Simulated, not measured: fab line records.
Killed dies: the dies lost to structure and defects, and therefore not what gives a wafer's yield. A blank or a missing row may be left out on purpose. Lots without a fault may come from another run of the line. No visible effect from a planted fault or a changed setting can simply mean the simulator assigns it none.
Which tool did it? ; flow sky130 ; 14 lots with 41 wafers sampled at 5 steps, on a route of 708 steps

## WHAT EACH GAUGE READ, for each wafer
SKY_PWDE_OVL_MEAS_07. Usual: for PWDE_OVL the level is 2.2 nm and the standard deviation is 1.3.
lot;measured;on;PWDE_OVL (nm);flag
L322;day 3 19:28;overlay-02;2.0 1.7 1.8;
L323;day 4 02:15;overlay-01;2.4 1.5 2.7;
L324;day 4 07:14;overlay-02;2.0 3.4 4.3;
L325;day 4 13:17;overlay-02;1.4 2.5 1.6;
L326;day 4 20:08;overlay-01;1.0 1.3 1.3;
L327;day 5 00:37;overlay-02;2.3 2.9 2.2;
L328;day 5 05:35;overlay-01;1.3 3.3 3.3;
L329;day 5 12:41;overlay-01;1.2 1.6 0.7;
L330;day 5 18:05;overlay-02;3.2 2.7 3.0;
L331;day 5 21:04;overlay-01;2.7 2.8 4.2;
L332;day 6 04:23;overlay-02;5.1 4.2 5.1;
L340;day 8 02:34;overlay-01;- 1.4 1.7;
L341;day 8 04:49;overlay-01;- 0.5;
L344;day 8 21:57;overlay-01;-0.5 1.2 0.5;

SKY_PWDE_TW_MEAS_10. Usual: for PWDE_TW the level is 373.4 and the standard deviation is 2.9.
lot;measured;on;PWDE_TW;flag
L322;day 3 19:45;film-metro-03;373.3 376.3 376.0;
L323;day 4 02:32;film-metro-04;368.9 368.2 369.8;
L324;day 4 07:31;film-metro-04;367.6 367.5 367.3;
L325;day 4 13:34;film-metro-03;375.3 374.5 375.1;
L326;day 4 20:25;film-metro-03;374.6 375.5 375.1;
L327;day 5 00:54;film-metro-01;375.3 376.3 377.6;
L328;day 5 05:52;film-metro-01;375.7 377.1 374.8;
L329;day 5 12:58;film-metro-01;375.2 377.0 375.8;
L330;day 5 18:22;film-metro-03;373.0 374.5 374.0;
L331;day 5 21:21;film-metro-03;374.9 374.7 373.9;
L332;day 6 04:41;film-metro-04;369.2 371.6 370.1;
L340;day 8 02:51;film-metro-04;29.9 373.0 371.4;OFF
L341;day 8 05:06;film-metro-03;30.2 375.5;OFF
L344;day 8 22:14;film-metro-01;374.1 374.8 376.4;

SKY_NWELL_OVL_MEAS_10. Usual: for NWELL_00_OVL the level is 0.5 nm and the standard deviation is 1.3.
lot;measured;on;NWELL_00_OVL (nm);flag
L322;day 4 11:52;overlay-02;0.3 0.5 1.5;
L323;day 4 18:59;overlay-01;-0.4 0.4 1.8;
L324;day 5 01:16;overlay-02;4.1 2.3 2.5;
L325;day 5 07:04;overlay-01;-0.2 0.4 1.2;
L326;day 5 14:25;overlay-02;0.5 -1.0 -0.6;
L327;day 5 18:49;overlay-01;0.7 0.9 0.4;
L328;day 6 00:50;overlay-01;0.3 0.4 1.9;
L329;day 6 06:59;overlay-01;1.8 0.2 1.7;
L330;day 6 12:22;overlay-02;3.1 3.9 1.5;
L331;day 6 16:28;overlay-01;-0.6 0.1 0.5;
L332;day 6 23:47;overlay-02;0.0 -0.2 -0.3;
L340;day 8 23:31;overlay-02;-0.6 1.6 1.4;
L341;day 9 02:19;overlay-01;1.2 1.6;
L344;day 9 20:23;overlay-02;0.5 0.9 -0.1;

## TOOL THAT RAN EACH LOT (tool first, then ch and the chambers of the sampled wafers, then the start)
lot;SKY_FIELD_ISO_ETCH_14;SKY_PWDE_DEVELOP_06
L322;rie-diel-03 ch 0,1,2, day 2 05:40;litho-track-01 ch 0, day 3 19:00
L323;rie-diel-04 ch 0,3, day 2 09:17;litho-track-02 ch 0, day 4 02:00
L324;rie-diel-02 ch 1,2,3, day 2 16:22;litho-track-02 ch 0, day 4 07:00
L325;rie-diel-03 ch 1,3, day 2 20:23;litho-track-02 ch 0, day 4 13:00
L326;rie-diel-03 ch 1,2,3, day 3 01:10;litho-track-02 ch 0, day 4 19:00
L327;rie-diel-04 ch 0,1,2, day 3 07:13;litho-track-01 ch 0, day 5 00:00
L328;rie-diel-03 ch 0,3, day 3 11:41;litho-track-02 ch 0, day 5 05:00
L329;rie-diel-04 ch 0,1,3, day 3 18:50;litho-track-04 ch 0, day 5 12:00
L330;rie-diel-04 ch 0,3, day 3 22:32;litho-track-04 ch 0, day 5 17:00
L331;rie-diel-02 ch 2,3, day 4 03:20;litho-track-01 ch 0, day 5 20:00
L332;rie-diel-04 ch 1,2,3, day 4 07:14;litho-track-02 ch 0, day 6 04:00
L340;rie-diel-04 ch 0,3, day 6 02:32;litho-track-01 ch 0, day 8 02:00
L341;rie-diel-02 ch 0,3, day 6 07:50;litho-track-01 ch 0, day 8 04:00
L344;rie-diel-02 ch 1,2, day 6 23:11;litho-track-02 ch 0, day 8 21:00
- SKY_FIELD_ISO_ETCH_14: etches BARC in N2/H2, stops on SiO2, time 45.9 s, target depth 60 nm.
- SKY_PWDE_DEVELOP_06: develop time 60 s.

## AS READ BY THE TOOLS THEMSELVES (means over the sampled wafers that have a number; for cases with no such wafer, the mark the record gives instead)
SKY_FIELD_ISO_ETCH_14. Usual: drypump-motor-current-A 5.7 A, standard deviation 0.52; oes-product-au 0.854 a.u., standard deviation 0.0044; throttle-valve-pct 13.224 %, standard deviation 0.0094.
lot;tool;drypump-motor-current-A (A);oes-product-au (a.u.);throttle-valve-pct (%);flag
L322;rie-diel-03;5.6;0.855;13.217;
L323;rie-diel-04;5.5;0.855;13.227;
L324;rie-diel-02;5.5;0.854;13.217;
L325;rie-diel-03;6.2;0.856;13.222;
L326;rie-diel-03;5.7;0.855;13.224;
L327;rie-diel-04;5.8;0.849;13.224;
L328;rie-diel-03;5.9;0.856;13.219;
L329;rie-diel-04;5.7;0.852;13.227;
L330;rie-diel-04;5.5;0.856;13.224;
L331;rie-diel-02;5.2;0.854;13.222;
L332;rie-diel-04;5.4;0.857;13.217;
L340;rie-diel-04;5.5;0.852;13.218;
L341;rie-diel-02;5.8;0.855;13.226;
L344;rie-diel-02;5.7;0.856;13.223;

SKY_PWDE_DEVELOP_06. Usual: chill-plate-temp-C reads 23.01 C (standard deviation 0.1).
lot;tool;chill-plate-temp-C (C);flag
L322;litho-track-01;22.94;
L323;litho-track-02;22.98;
L324;litho-track-02;23.08;
L325;litho-track-02;22.93;
L326;litho-track-02;22.96;
L327;litho-track-01;23.10;
L328;litho-track-02;23.10;
L329;litho-track-04;22.94;
L330;litho-track-04;23.01;
L331;litho-track-01;23.05;
L332;litho-track-02;23.08;
L340;litho-track-01;23.08;
L341;litho-track-01;22.96;
L344;litho-track-02;23.02;

## THE ANSWER, worked out from the rows above alone
Rule: a lot counts as off when the mean over its wafers that have a number is more than 3 standard deviations away from the usual mean. A lot without any number at a reading at which 4 lots or more have one is off too. Where the step has rows for the other lots, those lots are counted as sound. First the gauges in route order, then the tools' own readings, where a lot's mean is used as printed above. The first step at which some lot is off is used, and at that step the reading that is off furthest; a lot without a number counts as furthest.
Off: L340, L341, at SKY_PWDE_TW_MEAS_10 (PWDE_TW).
A tool fits if, at a process step before that reading, it ran every lot that is off, and no sound lot after the first of them. The gauges at SKY_PWDE_TW_MEAS_10 are tried like those tools. One candidate fits, namely litho-track-01 at SKY_PWDE_DEVELOP_06. Its last sound lot is L331 (day 5 20:00), its first lot that is off L340 (day 8 02:00): a fault that began between those two fits.

## WHAT THE SIMULATOR HAD PUT IN
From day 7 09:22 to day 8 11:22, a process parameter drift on litho-track-01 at SKY_PWDE_DEVELOP_06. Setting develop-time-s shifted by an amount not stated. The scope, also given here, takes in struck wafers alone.
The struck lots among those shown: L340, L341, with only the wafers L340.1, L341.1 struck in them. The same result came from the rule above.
